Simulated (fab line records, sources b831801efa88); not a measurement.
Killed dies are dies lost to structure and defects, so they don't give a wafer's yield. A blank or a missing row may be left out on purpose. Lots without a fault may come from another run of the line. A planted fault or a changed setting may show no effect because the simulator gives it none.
fab line records | flow sky130
record lots=6 wafers=18 last_day=50
route steps=708 shown VT_ADJUST_NCORE@128 VT_ADJUST_HVTR@131 VT_ADJUST_PCH@143 PAD_OPEN@708
lots that met no fault: from a run of the same line without faults
start_h: hours from the record's first day to the start of the lot's first wafer shown | wait_h: hours since the lot's step before | " the same as in the row above | L1.1+2: a row that stands for several wafers | - no value, or no start given | * or withheld: withheld | < > ~ a bound
route shown NAME@n: a module of which the file shows steps, and the number in the route of the first | usual: mean/standard deviation of fault-free wafers | same: alike in all rows | chamber/n: place in a boat | sites: the reading at each site | _std_site: their standard deviation | _edge_site: outer sites' mean less inner sites' | radius_mm: how far each site lies from the wafer's centre | mask NAME#n: copy n | behind: the tool/chamber that last shaped the wafer | hold: why the lot was held/for how many hours/how that ended | device: the transistor (n, p or np) that didn't switch | end of line: the same wafers' tests at the end of the route | a step without rows: its recipe alone | killed: dies lost to structure and defects at the first sort, not the wafer's yield | map: a wafer's dies, x killed, . not, _ none there
set.NAME: the setting as run; set.NAME@STEP: as run at that earlier step | model.NAME: the simulator's own value behind a step, which no gauge read
lots at some steps of the route; a table a step, a row a wafer
services: from which hour (start_h, from the record's first day; less than 0 if before it) a tool's chamber was out of use, for how many hours, and why
## steps
# step SKY_VT_ADJUST_NCORE_IMPLANT_09
# recipe species=B energy_kev=10 dose_cm2=2.4e+12 tilt_deg=withheld
# step SKY_VT_ADJUST_NCORE_STRIP_10
# recipe chemistry=O2/N2 power_w=1400 pressure_mtorr=1500 platen_temp_c=withheld o2_flow_sccm=3000 n2_flow_sccm=300 overash_fraction=0.5
# usual drypump_motor_current_A=6.1/0.44 oes_product_au=0.715/0.0047 strip_time_to_endpoint_s=14.17/0.035
# columns lot.wafer tool chamber start_h wait_h drypump_motor_current_A oes_product_au rf_hours_counter_h strip_time_to_endpoint_s
L992.1 plasma_asher-03 1 227.19 0.1 6.4 0.718 57 14.16
L992.2 " 0 " " 6.4 0.720 57 14.15
L992.6 " 1 " " 6.4 0.720 - 14.17
L996.1 plasma_asher-01 1 251.24 0.1 5.6 0.718 40 14.23
L996.2 " 0 " " 6.0 0.715 40 14.23
L996.4 " 0 " " 6.0 0.717 - 14.23
L105.1 plasma_asher-01 0 316.16 0.1 6.0 0.717 47 14.24
L105.2 " 1 " " 5.6 0.710 47 14.21
L105.4 " 1 " " 5.6 0.715 - 14.24
L107.1 plasma_asher-01 0 329.26 0.1 6.0 0.709 48 14.14
L107.2 " 1 " " 5.6 0.717 48 14.12
L107.6 " 0 " " 5.9 0.712 - 14.11
L108.2 plasma_asher-03 1 335.29 0.1 6.4 0.711 66 14.17
L108.4 " 1 " " 6.4 0.721 - 14.15
L108.5 " 0 " " 6.4 0.715 - 14.16
L109.3 plasma_asher-04 1 358.47 0.1 6.7 0.719 - 14.09
L109.5 " 0 " " 5.4 0.721 - 14.15
L109.6 " 1 " " 6.7 0.718 - 14.16
# step SKY_VT_ADJUST_NCORE_TW_MEAS_11
# usual VT_ADJUST_NCORE_TW=218.0/1.5
# columns lot.wafer tool chamber start_h wait_h VT_ADJUST_NCORE_TW
L992.1 film_metro-03 - 227.29 0.1 216.4
L992.2 " - " " 216.9
L992.6 " - " " 217.4
L996.1 film_metro-03 - 251.34 0.1 218.1
L996.2 " - " " 216.6
L996.4 " - " " 216.6
L105.1 film_metro-04 - 316.26 0.1 216.8
L105.2 " - " " 218.0
L105.4 " - " " 216.9
L107.1 film_metro-03 - 329.36 0.1 219.4
L107.2 " - " " 219.7
L107.6 " - " " 219.0
L108.2 film_metro-04 - 335.40 0.1 215.9
L108.4 " - " " 216.6
L108.5 " - " " 215.9
L109.3 film_metro-03 - 358.56 0.1 218.1
L109.5 " - " " 218.2
L109.6 " - " " 218.6
# step SKY_VT_ADJUST_HVTR_DEHYDRATE_00
# recipe temp_c=200 time_s=60
# step SKY_VT_ADJUST_HVTR_HMDS_01
# recipe prime_time_s=60 prime_temp_c=120
# step SKY_VT_ADJUST_HVTR_COAT_02
# recipe resist=NOVOLAK spin_rpm=3000 resist_thk_nm=1140
# step SKY_VT_ADJUST_HVTR_SOFTBAKE_03
# recipe temp_c=90 time_s=60 resist=NOVOLAK
# step SKY_VT_ADJUST_HVTR_EXPOSE_04
# recipe mask_id=HVTRM target_cd_nm=380 na=0.6 source_shape=conventional sigma_outer=0.6 dose_mj=150
# step SKY_VT_ADJUST_HVTR_PEB_05
# recipe temp_c=withheld time_s=* resist=NOVOLAK
# step SKY_VT_ADJUST_HVTR_DEVELOP_06
# recipe develop_time_s=62.5 dev_temp_c=23
# step SKY_VT_ADJUST_HVTR_CD_MEAS_07
# recipe target_cd_nm=380
# usual cd_nm=379.6/2.5
# columns lot.wafer tool chamber start_h wait_h cd_nm
L992.1 cd_sem-01 - 248.88 0.1 380.8
L992.2 " - " " 382.0
L992.6 " - " " 384.3
L996.1 cd_sem-01 - 275.05 0.1 378.9
L996.2 " - " " 378.0
L996.4 " - " " 377.4
L105.1 cd_sem-01 - 342.78 0.1 375.8
L105.2 " - " " 376.5
L105.4 " - " " 377.1
L107.1 cd_sem-02 - 355.88 0.1 380.0
L107.2 " - " " 382.5
L107.6 " - " " 380.2
L108.2 cd_sem-01 - 363.10 0.1 381.4
L108.4 " - " " 379.0
L108.5 " - " " 380.8
L109.3 cd_sem-01 - 386.47 0.1 381.5
L109.5 " - " " 382.6
L109.6 " - " " 378.5
# step SKY_VT_ADJUST_HVTR_OVL_MEAS_08
# usual VT_ADJUST_HVTR_OVL=0.4/1.3
# columns lot.wafer tool chamber start_h wait_h VT_ADJUST_HVTR_OVL[nm]
L992.1 overlay-01 - 249.00 0.1 -0.5
L992.2 " - " " 1.9
L992.6 " - " " -0.7
L996.1 overlay-02 - 275.17 0.1 -0.7
L996.2 " - " " 0.5
L996.4 " - " " -1.8
L105.1 overlay-02 - 342.90 0.1 -0.5
L105.2 " - " " -0.8
L105.4 " - " " 0.1
L107.1 overlay-01 - 356.00 0.1 1.1
L107.2 " - " " -1.0
L107.6 " - " " 0.4
L108.2 overlay-01 - 363.21 0.1 2.2
L108.4 " - " " 1.3
L108.5 " - " " 0.0
L109.3 overlay-02 - 386.57 0.1 -2.2
L109.5 " - " " -0.5
L109.6 " - " " -1.1
# step SKY_VT_ADJUST_HVTR_IMPLANT_09
# recipe species=B energy_kev=10 dose_cm2=2.1e+12 tilt_deg=withheld
# usual dose_ions_cm2=2.1005e+12/2.1e+09 end_station_pressure_torr=5.01e-06/2.6e-07 faraday_current_uA=11.88/0.23
# columns lot.wafer tool chamber start_h wait_h dose_ions_cm2 end_station_pressure_torr faraday_current_uA
L992.1 implanter-04 0 249.04 0.0 2.1024e+12 4.77e-06 11.87
L992.2 " 0 " " 2.1032e+12 4.64e-06 11.70
L992.6 " 0 " " 2.102e+12 5.01e-06 12.16
L996.1 implanter-03 0 275.20 0.0 2.0987e+12 5.24e-06 11.61
L996.2 " 0 " " 2.1013e+12 4.98e-06 11.61
L996.4 " 0 " " 2.0969e+12 5.29e-06 11.56
L105.1 implanter-04 0 342.94 0.0 1.6588e+12 5.09e-06 9.51
L105.2 " 0 " " 1.6622e+12 5.36e-06 9.94
L105.4 " 0 " " 1.6617e+12 4.94e-06 9.38
L107.1 implanter-04 0 356.04 0.0 1.6604e+12 5.05e-06 9.33
L107.2 " 0 " " 1.6552e+12 5.08e-06 9.23
L107.6 " 0 " " 1.6603e+12 4.81e-06 9.50
L108.2 implanter-03 0 363.27 0.0 2.1033e+12 5.26e-06 11.92
L108.4 " 0 " " 2.1016e+12 5.21e-06 11.47
L108.5 " 0 " " 2.1003e+12 4.87e-06 11.95
L109.3 implanter-03 0 386.64 0.1 2.0984e+12 5.17e-06 11.56
L109.5 " 0 " " 2.0963e+12 5.28e-06 12.14
L109.6 " 0 " " 2.0963e+12 4.4e-06 11.88
# step SKY_VT_ADJUST_HVTR_STRIP_10
# recipe chemistry=O2/N2 power_w=1400 pressure_mtorr=1500 platen_temp_c=withheld o2_flow_sccm=3000 n2_flow_sccm=300 overash_fraction=0.5
# usual drypump_motor_current_A=6.0/0.35 oes_product_au=0.715/0.0048 strip_time_to_endpoint_s=14.19/0.04
# columns lot.wafer tool chamber start_h wait_h drypump_motor_current_A oes_product_au rf_hours_counter_h strip_time_to_endpoint_s
L992.1 plasma_asher-03 1 249.19 0.1 6.4 0.729 59 14.17
L992.2 " 0 " " 6.4 0.711 59 14.20
L992.6 " 0 " " 6.4 0.717 - 14.16
L996.1 plasma_asher-02 0 275.35 0.1 5.5 0.712 16 14.13
L996.2 " 1 " " 6.0 0.717 16 14.20
L996.4 " 0 " " 5.5 0.711 - 14.11
L105.1 plasma_asher-01 0 343.09 0.1 6.0 0.710 50 14.14
L105.2 " 1 " " 5.6 0.712 50 14.17
L105.4 " 1 " " 5.6 0.715 - 14.18
L107.1 plasma_asher-02 1 356.19 0.1 6.0 0.715 24 14.19
L107.2 " 0 " " 5.5 0.708 24 14.18
L107.6 " 0 " " 5.5 0.715 - 14.12
L108.2 plasma_asher-03 1 363.39 0.1 6.4 0.705 69 14.20
L108.4 " 0 " " 6.4 0.705 - 14.25
L108.5 " 1 " " 6.4 0.709 - 14.16
L109.3 plasma_asher-02 0 386.77 0.1 5.5 0.716 - 14.16
L109.5 " 1 " " 5.9 0.709 - 14.20
L109.6 " 0 " " 5.5 0.713 - 14.09
# step SKY_VT_ADJUST_HVTR_TW_MEAS_11
# usual VT_ADJUST_HVTR_TW=210.2/1.1
# columns lot.wafer tool chamber start_h wait_h VT_ADJUST_HVTR_TW
L992.1 film_metro-03 - 249.29 0.1 210.2
L992.2 " - " " 209.5
L992.6 " - " " 208.5
L996.1 film_metro-02 - 275.45 0.1 210.7
L996.2 " - " " 210.7
L996.4 " - " " 211.1
L105.1 film_metro-02 - 343.19 0.1 196.5
L105.2 " - " " 196.9
L105.4 " - " " 197.0
L107.1 film_metro-01 - 356.29 0.1 198.8
L107.2 " - " " 197.9
L107.6 " - " " 199.3
L108.2 film_metro-02 - 363.50 0.1 209.4
L108.4 " - " " 210.0
L108.5 " - " " 208.6
L109.3 film_metro-01 - 386.86 0.1 210.4
L109.5 " - " " 210.1
L109.6 " - " " 209.4
# step SKY_VT_ADJUST_PCH_DEHYDRATE_00
# recipe temp_c=200 time_s=60
# step SKY_PAD_OPEN_PROBE_99
# usual killed_at_M0_to_M3=45/6.8 killed_at_M4_up=3.0/1.7 killed_at_contacts=25/5.7 killed_at_front_end=15/4.6 killed_at_other=0.3/0.66 killed_dies=88/9.5 killed_on_rim=17/3.6 killed_open=48/7.3 killed_short=39/6.5
# same gross_dies=492 killed_at_back_side=0
# columns lot.wafer tool chamber start_h wait_h killed_at_M0_to_M3 killed_at_M4_up killed_at_contacts killed_at_front_end killed_at_other killed_dies killed_on_rim killed_open killed_short model.etest.pfet_01v8_mvt.drive_ua_um model.etest.pfet_01v8_mvt.off_log10_a_um model.etest.pfet_01v8_mvt.vt_sat_v model.etest.pfet_01v8_mvt.vt_v model.etest.pfet_01v8_mvt.vt_long_v
L992.1 prober-02 - 1112.06 0.1 43 6 27 17 0 93 13 54 39 154.2 -10.18 -0.5342 -0.6225 -0.8283
L992.2 prober-02 - 1112.11 0.1 57 2 26 20 0 105 20 58 47 159.1 -10.26 -0.5242 -0.6189 -0.8266
L992.6 prober-02 - 1112.31 0.2 38 1 30 14 0 83 15 39 44 155.8 -10.42 -0.5416 -0.6289 -0.832
L996.1 prober-02 - 1133.27 0.1 48 2 22 12 0 84 18 48 36 151.2 -10.3 -0.5542 -0.6409 -0.8494
L996.2 prober-02 - 1133.32 0.1 37 5 30 12 0 84 24 45 38 154.7 -10.23 -0.5388 -0.6328 -0.8441
L996.4 prober-02 - 1133.42 0.2 38 3 26 15 0 82 16 43 38 151.8 -10.39 -0.5452 -0.6345 -0.8474
L105.1 prober-01 - 1181.65 0.1 39 2 27 19 0 87 15 56 31 141.5 -11.72 -0.6438 -0.7167 -0.9172
L105.2 prober-01 - 1181.70 0.1 46 2 22 15 0 85 18 42 43 144 -11.7 -0.6507 -0.7239 -0.925
L105.4 prober-01 - 1181.80 0.2 34 3 25 9 1 72 11 41 30 142.9 -11.71 -0.6447 -0.7169 -0.919
L107.1 prober-01 - 1190.90 0.1 47 4 35 16 0 102 22 59 43 150.6 -11.05 -0.6077 -0.6855 -0.8846
L107.2 prober-01 - 1190.95 0.1 53 4 23 13 0 93 15 60 33 147.6 -11.23 -0.6113 -0.688 -0.8878
L107.6 prober-01 - 1191.15 0.2 58 3 19 20 1 101 23 58 43 148.8 -11.04 -0.6044 -0.6829 -0.8837
L108.2 prober-01 - 1193.39 0.1 56 5 32 15 0 108 15 58 50 156.2 -10.22 -0.5438 -0.633 -0.8408
L108.4 prober-01 - 1193.49 0.2 49 2 33 12 1 97 23 46 50 157.5 -10.07 -0.5391 -0.6316 -0.8425
L108.5 prober-01 - 1193.54 0.2 40 2 20 12 2 76 15 43 31 155.7 -10.24 -0.5428 -0.6367 -0.8485
L109.3 prober-02 - 1205.91 0.2 50 5 32 10 1 98 17 50 48 154 -10.66 -0.5739 -0.6598 -0.8648
L109.5 prober-02 - 1206.01 0.2 30 1 30 28 0 89 19 52 37 153.8 -10.68 -0.5771 -0.6643 -0.8684
L109.6 prober-02 - 1206.06 0.2 48 1 23 16 0 88 20 41 47 154.3 -10.68 -0.5701 -0.662 -0.8687
# killed by level:class
L992.1 CONTACT:geometric_particle:open=14 VIA2:geometric_particle:open=9 METAL1:geometric_particle:short=8 LI_CONTACT:geometric_particle:open=5 VIA1:geometric_particle:open=5 POLY_GATE:geometric_particle:short=4 POLY_GATE:geometric_particle:open=4 LI_CONTACT:geometric_particle:short=4
L992.2 VIA1:geometric_particle:open=13 CONTACT:geometric_particle:open=11 VIA2:geometric_particle:open=9 VIA3:geometric_particle:open=7 FIELD_ISO:geometric_particle:open=6 LI_CONTACT:geometric_particle:open=6 VIA1:geometric_particle:short=6 FIELD_ISO:geometric_particle:short=5
L992.6 VIA1:geometric_particle:open=9 CONTACT:geometric_particle:short=7 VIA1:geometric_particle:short=6 LI_CONTACT:geometric_particle:short=6 LI_CONTACT:geometric_particle:open=6 LOCAL_INTERCONNECT:geometric_particle:short=6 VIA2:geometric_particle:open=6 CONTACT:geometric_particle:open=5
L996.1 VIA1:geometric_particle:open=11 CONTACT:geometric_particle:open=9 VIA3:geometric_particle:open=8 VIA2:geometric_particle:open=7 LI_CONTACT:geometric_particle:open=6 METAL2:geometric_particle:short=6 VIA1:geometric_particle:short=5 METAL3:geometric_particle:short=4
L996.2 CONTACT:geometric_particle:open=10 LI_CONTACT:geometric_particle:open=7 VIA1:geometric_particle:open=7 VIA2:geometric_particle:open=6 LOCAL_INTERCONNECT:geometric_particle:short=5 FIELD_ISO:geometric_particle:short=4 LI_CONTACT:geometric_particle:short=4 METAL1:geometric_particle:short=4
L996.4 CONTACT:geometric_particle:open=12 METAL1:geometric_particle:short=10 VIA3:geometric_particle:open=8 LI_CONTACT:geometric_particle:open=6 VIA1:geometric_particle:short=6 FIELD_ISO:geometric_particle:open=4 POLY_GATE:geometric_particle:short=4 LOCAL_INTERCONNECT:geometric_particle:short=4
L105.1 VIA1:geometric_particle:open=11 LI_CONTACT:geometric_particle:open=10 CONTACT:geometric_particle:open=8 FIELD_ISO:geometric_particle:short=6 VIA3:geometric_particle:open=6 VIA2:geometric_particle:open=6 METAL1:geometric_particle:short=5 CONTACT:geometric_particle:short=5
L105.2 METAL1:geometric_particle:short=10 LI_CONTACT:geometric_particle:open=9 VIA3:geometric_particle:open=7 FIELD_ISO:geometric_particle:short=6 VIA2:geometric_particle:open=6 CONTACT:geometric_particle:short=6 FIELD_ISO:geometric_particle:open=5 VIA1:geometric_particle:short=5
L105.4 LI_CONTACT:geometric_particle:open=8 CONTACT:geometric_particle:open=8 VIA2:geometric_particle:open=7 VIA3:geometric_particle:open=5 VIA1:geometric_particle:open=5 METAL2:geometric_particle:short=5 VIA2:geometric_particle:short=4 FIELD_ISO:geometric_particle:short=3
L107.1 VIA1:geometric_particle:open=16 CONTACT:geometric_particle:open=14 VIA1:geometric_particle:short=7 FIELD_ISO:geometric_particle:open=6 LI_CONTACT:geometric_particle:open=6 CONTACT:geometric_particle:short=6 VIA3:geometric_particle:open=6 LOCAL_INTERCONNECT:geometric_particle:short=5
L107.2 VIA1:geometric_particle:open=18 CONTACT:geometric_particle:open=12 VIA3:geometric_particle:open=8 METAL2:geometric_particle:short=7 METAL1:geometric_particle:short=6 VIA1:geometric_particle:short=6 LI_CONTACT:geometric_particle:open=5 FIELD_ISO:geometric_particle:open=4
L107.6 VIA1:geometric_particle:open=16 VIA1:geometric_particle:short=10 CONTACT:geometric_particle:open=9 VIA3:geometric_particle:open=8 METAL2:geometric_particle:short=6 POLY_GATE:geometric_particle:open=6 VIA2:geometric_particle:open=6 POLY_GATE:geometric_particle:short=5
L108.2 CONTACT:geometric_particle:open=14 VIA1:geometric_particle:open=13 METAL2:geometric_particle:short=8 CONTACT:geometric_particle:short=7 METAL1:geometric_particle:short=7 VIA2:geometric_particle:open=7 LI_CONTACT:geometric_particle:open=6 METAL3:geometric_particle:short=5
L108.4 CONTACT:geometric_particle:open=10 CONTACT:geometric_particle:short=9 VIA1:geometric_particle:open=9 VIA2:geometric_particle:open=9 VIA2:geometric_particle:short=8 LI_CONTACT:geometric_particle:open=7 METAL1:geometric_particle:short=6 METAL2:geometric_particle:short=5
L108.5 VIA1:geometric_particle:open=13 CONTACT:geometric_particle:open=7 METAL2:geometric_particle:short=7 LI_CONTACT:geometric_particle:open=6 VIA2:geometric_particle:open=6 METAL1:geometric_particle:short=5 FIELD_ISO:geometric_particle:short=3 FIELD_ISO:geometric_particle:open=3
L109.3 CONTACT:geometric_particle:open=10 VIA1:geometric_particle:open=10 LI_CONTACT:geometric_particle:open=9 VIA2:geometric_particle:open=9 METAL1:geometric_particle:short=7 VIA1:geometric_particle:short=7 LOCAL_INTERCONNECT:geometric_particle:short=6 VIA2:geometric_particle:short=5
L109.5 CONTACT:geometric_particle:open=14 POLY_GATE:geometric_particle:open=12 VIA3:geometric_particle:open=7 LI_CONTACT:geometric_particle:short=6 VIA1:geometric_particle:open=6 FIELD_ISO:geometric_particle:short=5 POLY_GATE:geometric_particle:short=5 CONTACT:geometric_particle:short=4
L109.6 METAL1:geometric_particle:short=11 VIA1:geometric_particle:open=9 LI_CONTACT:geometric_particle:open=7 METAL2:geometric_particle:short=7 LOCAL_INTERCONNECT:geometric_particle:short=6 CONTACT:geometric_particle:open=6 VIA3:geometric_particle:open=6 POLY_GATE:geometric_particle:short=5
## services
# columns tool chamber start_h hours kind
implanter-04 - 235.44 1.9 repair
implanter-03 - 237.60 0.5 repair
plasma_asher-04 - 238.54 0.3 repair
plasma_asher-03 - 242.68 5.4 repair
plasma_asher-04 - 266.28 10.0 repair
implanter-03 - 299.86 4.8 repair
implanter-04 - 315.38 0.8 repair
plasma_asher-01 - 344.45 15.6 pm
implanter-04 - 349.96 3.3 pm
plasma_asher-04 - 353.77 3.3 repair
## key
first_sign step=SKY_VT_ADJUST_HVTR_IMPLANT_09 reading=dose_ions_cm2 direction=down sigmas=99+ usual=* struck=*
effect step=SKY_VT_ADJUST_HVTR_IMPLANT_09 reading=faraday_current_uA direction=down sigmas=10 usual=11.88 struck=9.48
effect step=SKY_VT_ADJUST_HVTR_TW_MEAS_11 reading=VT_ADJUST_HVTR_TW direction=down sigmas=12 usual=210.2 struck=197.7
model_effect step=SKY_PAD_OPEN_PROBE_99 value=etest.pfet_01v8_mvt.drive_ua_um without=154.3 struck=145.9
met_at SKY_VT_ADJUST_HVTR_IMPLANT_09
struck_wafers L105.1,L105.2,L105.4,L107.1,L107.2,L107.6
tester_left_out L105,L107
onset_between 249.04 342.94
fault kind=process_parameter_drift tool=implanter-04 chamber=- onset_h=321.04 steps=SKY_VT_ADJUST_HVTR_IMPLANT_09 channel=dose_cm2 offset=* shape=step end_h=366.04 acts_in=* stated=*
# tester_left_out: of these lots the tester's yield and bins aren't shown, on N5 and GAA mostly nor the transistor test; their killed dies are dies lost to structure and defects alone, not to doping, threshold or leakage, so they don't give the yield
